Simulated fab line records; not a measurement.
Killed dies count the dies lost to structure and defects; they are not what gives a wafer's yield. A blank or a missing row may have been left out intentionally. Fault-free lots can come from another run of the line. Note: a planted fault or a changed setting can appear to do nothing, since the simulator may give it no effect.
Which of the tools did it? -- flow gf180mcu -- 13 lots with 37 wafers sampled at 4 steps, on a route of 602 steps

WHAT THE GAUGES READ, wafer by wafer
GF_MVPSD_TW_MEAS_11. Usual: MVPSD_TW typically reads 549.4, with standard deviation 2.5.
lot,measured,on,MVPSD_TW,flag
L481,day 5 05:37,filmMetro-02,550.4 555.4 553.8,
L482,day 5 08:16,filmMetro-03,548.0 545.3 547.9,
L483,day 5 18:33,filmMetro-04,548.8 547.0 548.5,
L485,day 6 03:23,filmMetro-04,551.0 550.6 547.6,
L486,day 6 07:06,filmMetro-02,556.4 556.2 555.0,
L487,day 6 12:34,filmMetro-04,550.2 547.5 552.4,
L488,day 6 18:13,filmMetro-03,548.0 548.6 551.4,
L490,day 7 07:53,filmMetro-02,551.1 550.7 550.5,
L493,day 8 01:40,filmMetro-03,552.3 540.4,
L495,day 8 13:26,filmMetro-02,552.6 544.4,
L496,day 8 18:11,filmMetro-04,552.0 542.9 549.2,
L500,day 9 17:37,filmMetro-02,548.6 550.0 549.6,
L501,day 10 00:16,filmMetro-02,551.3 552.1 549.1,

GF_VT_IMPLANT_RS_MEAS_49: the measuring method here is four-point-probe. Usual: MVPSD_RS typically reads 1168 ohm/sq, with standard deviation 3.3.
lot,measured,on,MVPSD_RS (ohm/sq),flag
L481,day 7 19:24,filmMetro-04,1168 1171 1168,
L482,day 7 22:34,filmMetro-04,1164 1170 1169,
L483,day 8 09:52,filmMetro-02,1167 1167 1167,
L485,day 8 20:19,filmMetro-02,1163 1162 1166,
L486,day 8 23:17,filmMetro-04,1170 1172 1172,
L487,day 9 06:17,filmMetro-02,1168 1170 1167,
L488,day 9 12:27,filmMetro-02,1173 1169 1170,
L490,day 10 02:55,filmMetro-04,1169 1168 1169,
L493,day 10 21:35,filmMetro-04,1170 1223,OFF
L495,day 11 11:07,filmMetro-03,1171 1228,OFF
L496,day 11 17:38,filmMetro-02,1164 1221 1167,OFF
L500,day 12 18:42,filmMetro-03,1170 1171 1173,
L501,day 13 02:40,filmMetro-04,1166 1164 1164,

GF_V1_THK_MEAS_01. Usual: V1_CVD_00_THK typically reads 596 nm, with standard deviation 7.8.
lot,measured,on,V1_CVD_00_THK (nm),flag
L481,day 17 11:46,filmMetro-04,599 599 604,
L482,day 17 12:46,filmMetro-03,584 586 586,
L483,day 18 04:13,filmMetro-04,572 593 580,
L485,day 18 20:44,filmMetro-01,598 590 608,
L486,day 18 22:32,filmMetro-04,600 591 603,
L487,day 19 08:10,filmMetro-03,593 591 589,
L488,day 19 20:53,filmMetro-01,583 594 593,
L490,day 20 11:45,filmMetro-01,593 598 595,
L493,day 21 13:28,filmMetro-01,602 593,
L495,day 22 11:50,filmMetro-03,611 599,
L496,day 22 13:45,filmMetro-01,589 603 599,
L500,day 23 22:06,filmMetro-03,602 606 583,
L501,day 24 06:40,filmMetro-01,595 599 596,

WHAT TOOL EACH LOT RAN ON (gives the tool, then ch and the chambers of the sampled wafers, and finally the start)
lot,GF_MVPSD_IMPLANT_09
L481,"implanter-04 ch 0, day 5 05:22"
L482,"implanter-02 ch 0, day 5 08:01"
L483,"implanter-04 ch 0, day 5 18:21"
L485,"implanter-02 ch 0, day 6 03:10"
L486,"implanter-01 ch 0, day 6 06:51"
L487,"implanter-02 ch 0, day 6 12:19"
L488,"implanter-01 ch 0, day 6 17:58"
L490,"implanter-02 ch 0, day 7 07:39"
L493,"implanter-01 ch 0, day 8 01:25"
L495,"implanter-01 ch 0, day 8 13:15"
L496,"implanter-01 ch 0, day 8 17:58"
L500,"implanter-02 ch 0, day 9 17:24"
L501,"implanter-02 ch 0, day 10 00:01"
- GF_MVPSD_IMPLANT_09

AS READ BY THE TOOLS THEMSELVES (means over the sampled wafers that have a number; for cases with no such wafer, the mark the record gives instead)
GF_MVPSD_IMPLANT_09. Usual: beamOnS 10.00 s, standard deviation 0.19; faradayCurrentUA 28.2, standard deviation 0.55.
lot,tool,beamOnS (s),faradayCurrentUA,flag
L481,implanter-04,9.92,28.4,
L482,implanter-02,9.97,28.3,
L483,implanter-04,10.14,27.8,
L485,implanter-02,9.95,28.3,
L486,implanter-01,10.14,27.8,
L487,implanter-02,9.80,28.7,
L488,implanter-01,9.94,28.4,
L490,implanter-02,9.95,28.3,
L493,implanter-01,8.98,31.9,OFF
L495,implanter-01,8.79,32.9,OFF
L496,implanter-01,9.23,30.9,OFF
L500,implanter-02,10.02,28.1,
L501,implanter-02,9.88,28.5,

THE ANSWER, worked out from the rows above alone
Rule: a lot counts as off when the mean over its wafers that have a number is more than 3 standard deviations away from the usual mean. A lot without any number at a reading at which 4 lots or more have one is off too. The other lots that the step has rows for count as sound. After the gauges, taken in route order, come the tools' own readings; for these a lot's mean is taken, as printed above. At the first step where some lot is off, the reading lying furthest off is the one used; lots without a number count as furthest.
Off: L493, L495, L496, seen at GF_VT_IMPLANT_RS_MEAS_49 (MVPSD_RS).
If a tool, at a process step before that reading, ran all the lots that are off and no sound lot after the first of them, it fits. Not tried: the gauges at GF_VT_IMPLANT_RS_MEAS_49; whatever is off there is also off at GF_MVPSD_IMPLANT_09, on other tools, and gauge error can't account for it. One candidate fits, namely implanter-01 at GF_MVPSD_IMPLANT_09. Its last sound lot is L488 (day 6 17:58), its first lot that is off L493 (day 8 01:25): a fault that began between those two fits.
The tool's own readings at GF_MVPSD_IMPLANT_09 bear it out: on the lots that are off they differ by more than 5 times the standard deviation of the sound lots' means. beamOnS reads 9.00 s there against 9.97 s on the sound lots; faradayCurrentUA reads 31.9 there against 28.3 on the sound lots.

WHAT WAS PUT IN BY THE SIMULATOR
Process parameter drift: implanter-01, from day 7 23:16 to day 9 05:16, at GF_MVPSD_IMPLANT_09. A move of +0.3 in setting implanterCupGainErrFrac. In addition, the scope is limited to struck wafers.
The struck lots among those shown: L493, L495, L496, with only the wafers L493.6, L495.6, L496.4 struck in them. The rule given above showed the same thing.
